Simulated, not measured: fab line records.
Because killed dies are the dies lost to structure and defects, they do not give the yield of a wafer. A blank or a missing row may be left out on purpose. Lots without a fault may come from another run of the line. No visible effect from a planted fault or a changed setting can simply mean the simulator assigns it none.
fab line records | flow sky130
record: lots: 10 | wafers: 30 | lastDay: 50
route steps=708 shown SONOS_ONO@168 LOCAL_INTERCONNECT@394 CONTACT@422 PAD_OPEN@708
lots with no fault: from the same line, run without faults
startH: hours from the record's first day to the start of the lot's first wafer shown | waitH: how many hours have passed since the lot's step before this one | " repeats the value in the row above | L1.1+2: a single row standing in for several wafers | - either no value or no given start | * or withheld: withheld | < > ~ a bound
route shown NAME@n: NAME is a module with steps in the file, n the number in the route of the first one | usual: average and standard deviation across the fault-free wafers | same: alike in all rows | chamber/n: place in a boat | sites: the reading at each site | _std_site: the values' standard deviation | _edge_site: inner sites' mean taken away from outer sites' mean | radiusMm: how far each site lies from the wafer's centre | mask NAME#n: copy n | behind: the last tool/chamber to shape the wafer | hold: the reason the lot was held/the length of the hold in hours/how it ended | device: the transistor (n, p or np) that didn't switch | end of line: tests of these same wafers at the route's end | a step without rows: its recipe alone | killed: the dies lost at the first sort to structure and to defects; this is not the yield of the wafer | map: per-die view of a wafer (x killed, . not killed, _ where there is no die)
set.NAME: setting as actually run; set.NAME@STEP: the setting as run at that earlier step | model.NAME: the simulator's own value behind a step, which no gauge read
steps of the route over a sample of lots; a table a step, a row a wafer
services: when a tool's chamber went out of use (startH, in hours from the record's first day, below 0 if earlier), for how many hours, and the reason
== steps ==
step: SKY_SONOS_ONO_OXIDATION_00
recipe: tempC: 800 | ambient: O2 | idleTempC: 700 | rampUpCPerMin: 10 | rampDownCPerMin: 3 | stabiliseS: 600 | purgeS: 300 | targetThkA: 26 | oxTimeS: 1249
usual: spikeTcCentreC: 801.5/1.8 | spikeTcLowerC: 800.9/1.1 | spikeTcUpperC: 800.2/1.1 | tubeCenterTempC: 800/0.079 | tube_center_temp_C_max: 802.0/0.33 | zonePowerTopPct: 27.8/0.52
lot.wafer | tool       | chamber | startH | waitH | spikeTcCentreC | spikeTcLowerC | spikeTcUpperC | tubeCenterTempC | tube_center_temp_C_max | zonePowerTopPct
L675.2    | furnace-02 | 0       | 269.79 | 0.3   | 801.5          | 802.6         | 799.3         | 800.01          | 802.0                  | 27.7
L675.5    | "          | 0       | "      | "     | 802.1          | 799.4         | 798.9         | 800.06          | 802.5                  | 27.7
L675.6    | "          | 0       | "      | "     | 801.1          | 802.3         | 801.8         | 799.94          | 801.8                  | 27.1
L674.3    | furnace-02 | 0       | 272.65 | 0.3   | 801.9          | 800.2         | 802.1         | 799.89          | 801.8                  | 27.2
L674.4    | "          | 0       | "      | "     | 802.4          | 799.6         | 799.6         | 799.9           | 801.5                  | 27.3
L674.5    | "          | 0       | "      | "     | 802.6          | 799.5         | 800.5         | 800.08          | 802.0                  | 27.8
L676.2    | furnace-02 | 0       | 275.17 | 0.8   | 802.5          | 800.5         | 799.9         | 800.03          | 801.8                  | 27.0
L676.3    | "          | 0       | "      | "     | 803.8          | 800.3         | 799.5         | 800.04          | 801.6                  | 27.2
L676.6    | "          | 0       | "      | "     | 802.9          | 800.9         | 800.1         | 800             | 802.1                  | 27.5
L678.1    | furnace-01 | 0       | 286.44 | 0.9   | 797.5          | 802.9         | 800.2         | 799.88          | 803.0                  | 28.5
L678.3    | "          | 0       | "      | "     | 797.9          | 800.5         | 800.5         | 800             | 801.8                  | 28.9
L678.5    | "          | 0       | "      | "     | 801.5          | 800.1         | 799.7         | 799.97          | 801.7                  | 28.2
L680.1    | furnace-02 | 0       | 299.12 | 0.6   | 803.1          | 798.6         | 798.8         | 799.83          | 801.4                  | 27.5
L680.3    | "          | 0       | "      | "     | 802.4          | 800.5         | 799.4         | 800.08          | 802.6                  | 27.7
L680.6    | "          | 0       | "      | "     | 803.4          | 801.0         | 801.7         | 799.94          | 801.8                  | 27.5
L684.2    | furnace-02 | 0       | 335.76 | 0.7   | 803.2          | 802.7         | 798.5         | 800             | 801.9                  | 27.3
L684.4    | "          | 0       | "      | "     | 801.1          | 800.3         | 801.8         | 800.03          | 802.0                  | 27.5
L684.6    | "          | 0       | "      | "     | 803.7          | 801.1         | 800.2         | 799.98          | 802.1                  | 27.7
L686.2    | furnace-02 | 0       | 346.88 | 1.1   | 801.1          | 800.0         | 800.9         | 799.98          | 802.0                  | 27.0
L686.4    | "          | 0       | "      | "     | 802.2          | 803.0         | 799.1         | 800.09          | 801.6                  | 27.5
L686.6    | "          | 0       | "      | "     | 803.5          | 800.8         | 799.1         | 799.98          | 802.0                  | 27.1
L694.2    | furnace-02 | 0       | 418.37 | 2.9   | 810.8          | 809.1         | 807.0         | 807.83          | 809.6                  | 27.9
L694.3    | "          | 0       | "      | "     | 811.3          | 808.2         | 808.4         | 807.73          | 809.9                  | 27.6
L694.6    | "          | 0       | "      | "     | 809.3          | 808.4         | 806.8         | 807.73          | 810.0                  | 28.2
L695.3    | furnace-02 | 0       | 436.22 | 4.0   | 809.4          | 807.8         | 808.5         | 807.53          | 809.8                  | 28.3
L695.4    | "          | 0       | "      | "     | 810.5          | 807.5         | 806.9         | 807.73          | 809.4                  | 28.1
L695.5    | "          | 0       | "      | "     | 810.0          | 808.4         | 807.4         | 807.79          | 809.5                  | 27.8
L696.1    | furnace-02 | 0       | 436.22 | 2.3   | 810.6          | 809.1         | 805.5         | 807.77          | 810.0                  | 27.9
L696.2    | "          | 0       | "      | "     | 812.0          | 808.1         | 807.8         | 807.72          | 810.1                  | 27.8
L696.5    | "          | 0       | "      | "     | 809.0          | 809.9         | 806.5         | 807.58          | 809.7                  | 28.2
step: SKY_SONOS_ONO_THK_MEAS_01
recipe: reads: SiO2_of_SONOS_ONO_OXIDATION_00
usual: SONOS_ONO_OXIDATION_THK: 2.57/0.056
lot.wafer | tool         | chamber | startH | waitH | hold                    | SONOS_ONO_OXIDATION_THK[nm]
L675.2    | filmMetro-02 | -       | 271.15 | 0.0   | -                       | 2.57
L675.5    | "            | -       | "      | "     | -                       | 2.52
L675.6    | "            | -       | "      | "     | -                       | 2.58
L674.3    | filmMetro-03 | -       | 274.02 | 0.0   | -                       | 2.64
L674.4    | "            | -       | "      | "     | -                       | 2.56
L674.5    | "            | -       | "      | "     | -                       | 2.67
L676.2    | filmMetro-01 | -       | 276.53 | 0.0   | -                       | 2.55
L676.3    | "            | -       | "      | "     | -                       | 2.58
L676.6    | "            | -       | "      | "     | -                       | 2.57
L678.1    | filmMetro-03 | -       | 287.78 | 0.0   | -                       | 2.52
L678.3    | "            | -       | "      | "     | -                       | 2.52
L678.5    | "            | -       | "      | "     | -                       | 2.60
L680.1    | filmMetro-03 | -       | 300.47 | 0.0   | -                       | 2.52
L680.3    | "            | -       | "      | "     | -                       | 2.55
L680.6    | "            | -       | "      | "     | -                       | 2.53
L684.2    | filmMetro-01 | -       | 337.11 | 0.0   | -                       | 2.67
L684.4    | "            | -       | "      | "     | -                       | 2.59
L684.6    | "            | -       | "      | "     | -                       | 2.66
L686.2    | filmMetro-01 | -       | 348.24 | 0.0   | -                       | 2.61
L686.4    | "            | -       | "      | "     | -                       | 2.59
L686.6    | "            | -       | "      | "     | -                       | 2.63
L694.2    | filmMetro-02 | -       | 419.73 | 0.0   | awaitDispo/0.2h/release | 2.87
L694.3    | "            | -       | "      | "     | awaitDispo/0.2h/release | 2.79
L694.6    | "            | -       | "      | "     | awaitDispo/0.2h/release | 2.82
L694.2    | filmMetro-02 | -       | 420.13 | 0.4   | -                       | 2.82
L694.3    | "            | -       | "      | "     | -                       | 2.84
L694.6    | "            | -       | "      | "     | -                       | 2.87
L696.1    | filmMetro-03 | -       | 437.57 | 0.0   | awaitDispo/0.2h/release | 2.79
L696.2    | "            | -       | "      | "     | awaitDispo/0.2h/release | 2.81
L696.5    | "            | -       | "      | "     | awaitDispo/0.2h/release | 2.84
L696.1    | filmMetro-03 | -       | 437.79 | 0.2   | -                       | 2.78
L696.2    | "            | -       | "      | "     | -                       | 2.80
L696.5    | "            | -       | "      | "     | -                       | 2.86
L695.3    | filmMetro-02 | -       | 437.59 | 0.0   | awaitDispo/0.2h/release | 2.87
L695.4    | "            | -       | "      | "     | awaitDispo/0.2h/release | 2.96
L695.5    | "            | -       | "      | "     | awaitDispo/0.2h/release | 2.83
L695.3    | filmMetro-02 | -       | 437.81 | 0.2   | -                       | 2.92
L695.4    | "            | -       | "      | "     | -                       | 2.83
L695.5    | "            | -       | "      | "     | -                       | 2.86
step: SKY_LOCAL_INTERCONNECT_SOFTBAKE_07
recipe: tempC: 100 | timeS: 91.17 | resist: KrF-thick
usual: plateSensorTCentreC: 100.88/0.01 | plateSensorTEdgeC: 100.95/0.011
lot.wafer | tool          | chamber | startH | waitH | plateSensorTCentreC | plateSensorTEdgeC
L675.2    | lithoTrack-03 | 0       | -      | -     | 100.88              | 100.95
L675.5    | "             | 0       | "      | "     | 100.87              | 100.93
L675.6    | "             | 0       | "      | "     | 100.87              | 100.95
L674.3    | lithoTrack-02 | 0       | -      | -     | 100.88              | 100.96
L674.4    | "             | 0       | "      | "     | 100.88              | 100.97
L674.5    | "             | 0       | "      | "     | 100.89              | 100.96
L676.2    | lithoTrack-01 | 0       | -      | -     | 100.89              | 100.95
L676.3    | "             | 0       | "      | "     | 100.88              | 100.97
L676.6    | "             | 0       | "      | "     | 100.89              | 100.94
L678.1    | lithoTrack-02 | 0       | -      | -     | 100.88              | 100.95
L678.3    | "             | 0       | "      | "     | 100.89              | 100.95
L678.5    | "             | 0       | "      | "     | 100.88              | 100.94
L680.1    | lithoTrack-03 | 0       | -      | -     | 100.89              | 100.97
L680.3    | "             | 0       | "      | "     | 100.87              | 100.97
L680.6    | "             | 0       | "      | "     | 100.88              | 100.97
L684.2    | lithoTrack-03 | 0       | -      | -     | 100.88              | 100.96
L684.4    | "             | 0       | "      | "     | 100.9               | 100.95
L684.6    | "             | 0       | "      | "     | 100.89              | 100.96
L686.2    | lithoTrack-03 | 0       | -      | -     | 100.89              | 100.94
L686.4    | "             | 0       | "      | "     | 100.88              | 100.95
L686.6    | "             | 0       | "      | "     | 100.87              | 100.93
L694.2    | lithoTrack-03 | 0       | -      | -     | 100.87              | 100.95
L694.3    | "             | 0       | "      | "     | 100.89              | 100.96
L694.6    | "             | 0       | "      | "     | 100.88              | 100.95
L695.3    | lithoTrack-03 | 0       | -      | -     | 100.88              | 100.98
L695.4    | "             | 0       | "      | "     | 100.86              | 100.96
L695.5    | "             | 0       | "      | "     | 100.88              | 100.96
L696.1    | lithoTrack-01 | 0       | -      | -     | 100.9               | 100.93
L696.2    | "             | 0       | "      | "     | 100.89              | 100.96
L696.5    | "             | 0       | "      | "     | 100.86              | 100.95
step: SKY_LOCAL_INTERCONNECT_ETCH_13
recipe: chemistry: N2/H2 | target: BARC | ionEnergyEv: 200 | biasW: 100 | pressureMtorr: 30 | n2FlowSccm: 100 | h2FlowSccm: 200 | icpW: 500 | stopOn: SiO2 | timeS: 47.1 | targetDepthA: 600
usual: chamberPressureMTorr: 29.999/0.028 | drypumpMotorCurrentA: 5.86/0.21 | heBacksideLeakSccm: 3.34/0.18 | oesProductAu: 0.850/0.0049 | throttleValvePct: 13.223/0.0093
lot.wafer | tool        | chamber | startH | waitH | chamberPressureMTorr | drypumpMotorCurrentA | heBacksideLeakSccm | oesProductAu | rfHoursCounterH | throttleValvePct
L675.2    | rieMetal-03 | 1       | 725.07 | 0.0   | 30.044               | 6.12                 | 3.52               | 0.846        | 14              | 13.212
L675.5    | "           | 1       | "      | "     | 29.998               | 6.11                 | 3.42               | 0.847        | -               | 13.222
L675.6    | "           | 0       | "      | "     | 29.963               | 5.73                 | 3.36               | 0.849        | -               | 13.226
L674.3    | rieMetal-02 | 1       | 744.09 | 0.0   | 30.022               | 5.99                 | 3.37               | 0.846        | -               | 13.223
L674.4    | "           | 0       | "      | "     | 29.990               | 5.94                 | 3.30               | 0.851        | -               | 13.203
L674.5    | "           | 1       | "      | "     | 30.040               | 5.99                 | 3.44               | 0.843        | -               | 13.221
L676.2    | rieMetal-03 | 0       | 744.77 | 0.0   | 30.030               | 5.73                 | 3.28               | 0.843        | 8               | 13.223
L676.3    | "           | 1       | "      | "     | 29.987               | 6.11                 | 3.50               | 0.855        | -               | 13.236
L676.6    | "           | 0       | "      | "     | 30.011               | 5.71                 | 3.28               | 0.851        | -               | 13.224
L678.1    | rieMetal-02 | 0       | 746.02 | 0.0   | 29.953               | 5.91                 | 3.39               | 0.856        | 12              | 13.215
L678.3    | "           | 0       | "      | "     | 30.003               | 5.93                 | 3.43               | 0.844        | -               | 13.227
L678.5    | "           | 0       | "      | "     | 30.028               | 5.95                 | 3.51               | 0.846        | -               | 13.218
L680.1    | rieMetal-03 | 0       | 754.77 | 0.0   | 29.961               | 5.73                 | 3.32               | 0.845        | 9               | 13.232
L680.3    | "           | 0       | "      | "     | 29.971               | 5.72                 | 3.25               | 0.860        | -               | 13.223
L680.6    | "           | 0       | "      | "     | 30.005               | 5.73                 | 3.13               | 0.853        | -               | 13.237
L684.2    | rieMetal-01 | 1       | 787.22 | 0.0   | 29.998               | 5.46                 | 3.30               | 0.852        | 4               | 13.219
L684.4    | "           | 0       | "      | "     | 29.967               | 6.00                 | 3.22               | 0.850        | -               | 13.222
L684.6    | "           | 1       | "      | "     | 30.002               | 5.44                 | 3.17               | 0.857        | -               | 13.228
L686.2    | rieMetal-01 | 1       | 814.40 | 0.0   | 29.927               | 5.46                 | 3.07               | 0.851        | 5               | 13.207
L686.4    | "           | 1       | "      | "     | 30.034               | 5.46                 | 3.15               | 0.851        | -               | 13.213
L686.6    | "           | 0       | "      | "     | 30.041               | 5.99                 | 3.34               | 0.848        | -               | 13.233
L694.2    | rieMetal-01 | 0       | 869.12 | 0.0   | 29.997               | 6.02                 | 3.37               | 0.851        | 10              | 13.211
L694.3    | "           | 0       | "      | "     | 29.977               | 6.00                 | 3.31               | 0.852        | -               | 13.224
L694.6    | "           | 0       | "      | "     | 30.038               | 6.00                 | 3.37               | 0.850        | -               | 13.225
L695.3    | rieMetal-01 | 0       | 881.22 | 0.0   | 29.975               | 5.98                 | 3.42               | 0.850        | -               | 13.221
L695.4    | "           | 1       | "      | "     | 30.019               | 5.46                 | 3.24               | 0.856        | -               | 13.233
L695.5    | "           | 0       | "      | "     | 30.005               | 6.00                 | 3.35               | 0.843        | -               | 13.236
L696.1    | rieMetal-01 | 0       | 885.15 | 0.0   | 30.024               | 6.00                 | 3.29               | 0.849        | 11              | 13.225
L696.2    | "           | 1       | "      | "     | 30.046               | 5.49                 | 3.14               | 0.845        | 8               | 13.228
L696.5    | "           | 1       | "      | "     | 30.008               | 5.46                 | 3.09               | 0.844        | -               | 13.228
step: SKY_CONTACT_ETCH_16
recipe: chemistry: N2/H2 | target: BARC | ionEnergyEv: 200 | sourceW: 500 | biasW: 100 | pressureMtorr: 30 | n2FlowSccm: 100 | h2FlowSccm: 200 | stopOn: SiO2 | timeS: 45.9 | targetDepthA: 600
usual: chamberPressureMTorr: 30.001/0.024 | drypumpMotorCurrentA: 5.4/0.35 | oesProductAu: 0.855/0.0049 | throttleValvePct: 13.224/0.0085
lot.wafer | tool       | chamber | startH | waitH | chamberPressureMTorr | drypumpMotorCurrentA | oesProductAu | rfHoursCounterH | throttleValvePct
L675.2    | rieDiel-02 | 2       | 755.12 | 0.0   | 30.040               | 5.0                  | 0.844        | 16              | 13.229
L675.5    | "          | 1       | "      | "     | 30.009               | 5.3                  | 0.856        | -               | 13.214
L675.6    | "          | 0       | "      | "     | 29.999               | 5.0                  | 0.843        | -               | 13.220
L674.3    | rieDiel-03 | 2       | 772.96 | 0.0   | 30.039               | 5.3                  | 0.854        | 13              | 13.219
L674.4    | "          | 3       | "      | "     | 29.996               | 5.8                  | 0.855        | 3               | 13.226
L674.5    | "          | 3       | "      | "     | 29.993               | 5.9                  | 0.856        | -               | 13.232
L676.2    | rieDiel-04 | 1       | 773.86 | 0.0   | 30.016               | 5.1                  | 0.851        | 15              | 13.229
L676.3    | "          | 0       | "      | "     | 29.954               | 5.6                  | 0.856        | 2               | 13.225
L676.6    | "          | 2       | "      | "     | 29.958               | 5.9                  | 0.852        | -               | 13.216
L678.1    | rieDiel-02 | 2       | 775.02 | 0.0   | 30.015               | 5.0                  | 0.859        | 17              | 13.215
L678.3    | "          | 1       | "      | "     | 30.041               | 5.2                  | 0.851        | 13              | 13.232
L678.5    | "          | 1       | "      | "     | 29.976               | 5.2                  | 0.858        | -               | 13.213
L680.1    | rieDiel-03 | 0       | 783.01 | 0.0   | 30.032               | 5.5                  | 0.854        | 35              | 13.216
L680.3    | "          | 1       | "      | "     | 29.945               | 4.7                  | 0.862        | 12              | 13.230
L680.6    | "          | 3       | "      | "     | 30.009               | 5.9                  | 0.858        | -               | 13.231
L684.2    | rieDiel-04 | 2       | 814.67 | 0.0   | 30.063               | 5.8                  | 0.857        | 14              | 13.223
L684.4    | "          | 1       | "      | "     | 30.002               | 5.2                  | 0.856        | -               | 13.217
L684.6    | "          | 2       | "      | "     | 29.978               | 5.8                  | 0.859        | -               | 13.220
L686.2    | rieDiel-04 | 2       | 841.81 | 0.0   | 30.011               | 5.8                  | 0.841        | 15              | 13.229
L686.4    | "          | 0       | "      | "     | 29.998               | 5.7                  | 0.857        | 4               | 13.228
L686.6    | "          | 3       | "      | "     | 30.031               | 5.3                  | 0.859        | -               | 13.221
L694.2    | rieDiel-03 | 0       | 896.36 | 0.0   | 29.988               | 5.5                  | 0.849        | 2               | 13.221
L694.3    | "          | 2       | "      | "     | 30.021               | 5.3                  | 0.855        | 17              | 13.225
L694.6    | "          | 3       | "      | "     | 30.014               | 5.9                  | 0.856        | -               | 13.219
L695.3    | rieDiel-03 | 3       | 907.66 | 0.0   | 29.999               | 5.9                  | 0.863        | 8               | 13.226
L695.4    | "          | 0       | "      | "     | 29.998               | 5.5                  | 0.860        | 2               | 13.227
L695.5    | "          | 2       | "      | "     | 29.984               | 5.3                  | 0.855        | -               | 13.223
L696.1    | rieDiel-04 | 3       | 911.62 | 0.0   | 29.990               | 5.3                  | 0.857        | 25              | 13.236
L696.2    | "          | 0       | "      | "     | 30.027               | 5.7                  | 0.857        | 6               | 13.224
L696.5    | "          | 0       | "      | "     | 29.978               | 5.6                  | 0.850        | -               | 13.229
step: SKY_PAD_OPEN_PROBE_99
usual: killed_at_M0_to_M3: 45/7.5 | killed_at_M4_up: 2.8/1.9 | killedAtContacts: 25/5.5 | killedAtFrontEnd: 14/4 | killedAtOther: 0.3/0.75 | killedDies: 87/9.4 | killedOnRim: 17/3.8 | killedOpen: 47/6.6 | killedShort: 39/6.6
same: grossDies: 492 | killedAtBackSide: 0
lot.wafer | tool      | chamber | startH  | waitH | killed_at_M0_to_M3 | killed_at_M4_up | killedAtContacts | killedAtFrontEnd | killedAtOther | killedDies | killedOnRim | killedOpen | killedShort
L686.2    | prober-02 | -       | 1160.37 | 0.1   | 47                 | 3               | 34               | 10               | 0             | 94         | 15          | 51         | 43
L686.4    | prober-02 | -       | 1160.47 | 0.2   | 45                 | 1               | 18               | 7                | 0             | 71         | 14          | 44         | 27
L686.6    | prober-02 | -       | 1160.57 | 0.2   | 40                 | 1               | 20               | 11               | 0             | 72         | 12          | 37         | 35
L696.1    | prober-02 | -       | 1206.00 | 0.1   | 36                 | 3               | 31               | 13               | 0             | 83         | 18          | 40         | 43
L696.2    | prober-02 | -       | 1206.05 | 0.1   | 53                 | 1               | 24               | 13               | 0             | 91         | 20          | 53         | 38
L696.5    | prober-02 | -       | 1206.20 | 0.2   | 37                 | 0               | 26               | 12               | 0             | 75         | 12          | 41         | 34
killed by level:class
L686.2 LI_CONTACT:geometricParticle:open=11 VIA1:geometricParticle:open=10 CONTACT:geometricParticle:open=10 CONTACT:geometricParticle:short=8 VIA2:geometricParticle:open=7 METAL2:geometricParticle:short=6 VIA1:geometricParticle:short=5 METAL1:geometricParticle:short=4
L686.4 VIA1:geometricParticle:open=12 VIA3:geometricParticle:open=8 LI_CONTACT:geometricParticle:open=6 VIA2:geometricParticle:open=6 CONTACT:geometricParticle:open=6 VIA1:geometricParticle:short=5 CONTACT:geometricParticle:short=4 METAL1:geometricParticle:short=4
L686.6 VIA1:geometricParticle:open=12 CONTACT:geometricParticle:open=9 POLY_GATE:geometricParticle:open=5 METAL1:geometricParticle:short=5 VIA1:geometricParticle:short=5 POLY_GATE:geometricParticle:short=4 LI_CONTACT:geometricParticle:open=4 LOCAL_INTERCONNECT:geometricParticle:short=4
L696.1 CONTACT:geometricParticle:open=11 VIA1:geometricParticle:open=7 VIA1:geometricParticle:short=7 METAL2:geometricParticle:short=7 LI_CONTACT:geometricParticle:open=6 FIELD_ISO:geometricParticle:open=5 CONTACT:geometricParticle:short=5 LI_CONTACT:geometricParticle:short=4
L696.2 VIA1:geometricParticle:open=17 CONTACT:geometricParticle:open=9 METAL2:geometricParticle:short=8 VIA3:geometricParticle:open=6 LI_CONTACT:geometricParticle:open=4 CONTACT:geometricParticle:short=4 METAL1:geometricParticle:short=4 VIA2:geometricParticle:short=4
L696.5 LI_CONTACT:geometricParticle:open=7 CONTACT:geometricParticle:open=7 VIA1:geometricParticle:open=7 METAL1:geometricParticle:short=6 METAL2:geometricParticle:short=6 CONTACT:geometricParticle:short=5 VIA3:geometricParticle:open=5 POLY_GATE:geometricParticle:open=4
== services ==
tool        | chamber | startH | hours | kind
furnace-02  | -       | 259.57 | 3.3   | pm
rieDiel-03  | 3       | 266.47 | 10.1  | repair
rieDiel-04  | 0       | 309.86 | 2.6   | repair
rieDiel-04  | 3       | 332.72 | 7.2   | repair
rieMetal-01 | -       | 342.23 | 1.1   | repair
furnace-02  | -       | 375.52 | 3.0   | pm
rieDiel-03  | 2       | 388.67 | 1.7   | repair
rieDiel-04  | -       | 430.18 | 4.0   | pm
rieDiel-04  | 3       | 450.61 | 5.2   | repair
rieDiel-04  | 2       | 453.87 | 3.6   | repair
furnace-02  | -       | 493.29 | 3.0   | pm
rieDiel-04  | 0       | 497.30 | 9.4   | repair
rieDiel-04  | -       | 518.50 | 5.4   | repair
furnace-02  | -       | 541.57 | 2.8   | pm
rieDiel-04  | 0       | 541.78 | 2.0   | repair
rieDiel-03  | 1       | 595.12 | 3.1   | repair
rieMetal-01 | -       | 656.69 | 2.7   | repair
furnace-02  | -       | 662.38 | 3.0   | pm
rieMetal-01 | -       | 724.39 | 14.6  | pm
rieMetal-01 | -       | 742.06 | 2.8   | pm
rieMetal-01 | -       | 765.31 | 1.4   | pm
furnace-02  | -       | 823.57 | 3.1   | pm
furnace-02  | -       | 829.29 | 3.4   | pm
furnace-02  | -       | 837.43 | 12.5  | pm
== key ==
firstSign: step: SKY_SONOS_ONO_OXIDATION_00 | reading: tubeCenterTempC | direction: up | sigmas: 96 | usual: * | struck: *
effect: step: SKY_SONOS_ONO_OXIDATION_00 | reading: tube_center_temp_C_max | direction: up | sigmas: 24 | usual: * | struck: *
effect: step: SKY_SONOS_ONO_THK_MEAS_01 | reading: visit | direction: added
metAt SKY_SONOS_ONO_OXIDATION_00
struckLots L694,L695,L696
testerLeftOut L694,L695,L696
notActingAt SKY_LOCAL_INTERCONNECT_SOFTBAKE_07,SKY_LOCAL_INTERCONNECT_ETCH_13,SKY_CONTACT_ETCH_16
onsetBetween 346.88 418.37
fault: kind: processParameterDrift | tool: furnace-02 | chamber: - | onsetH: 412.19 | steps: SKY_SONOS_ONO_OXIDATION_00 | channel: tempC | offset: * | shape: step | endH: 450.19 | actsIn: * | stated: *
testerLeftOut: of these lots the tester's yield and bins aren't shown, on N5 and GAA mostly nor the transistor test; their killed dies are dies lost to structure and defects alone, not to doping, threshold or leakage, so they don't give the yield
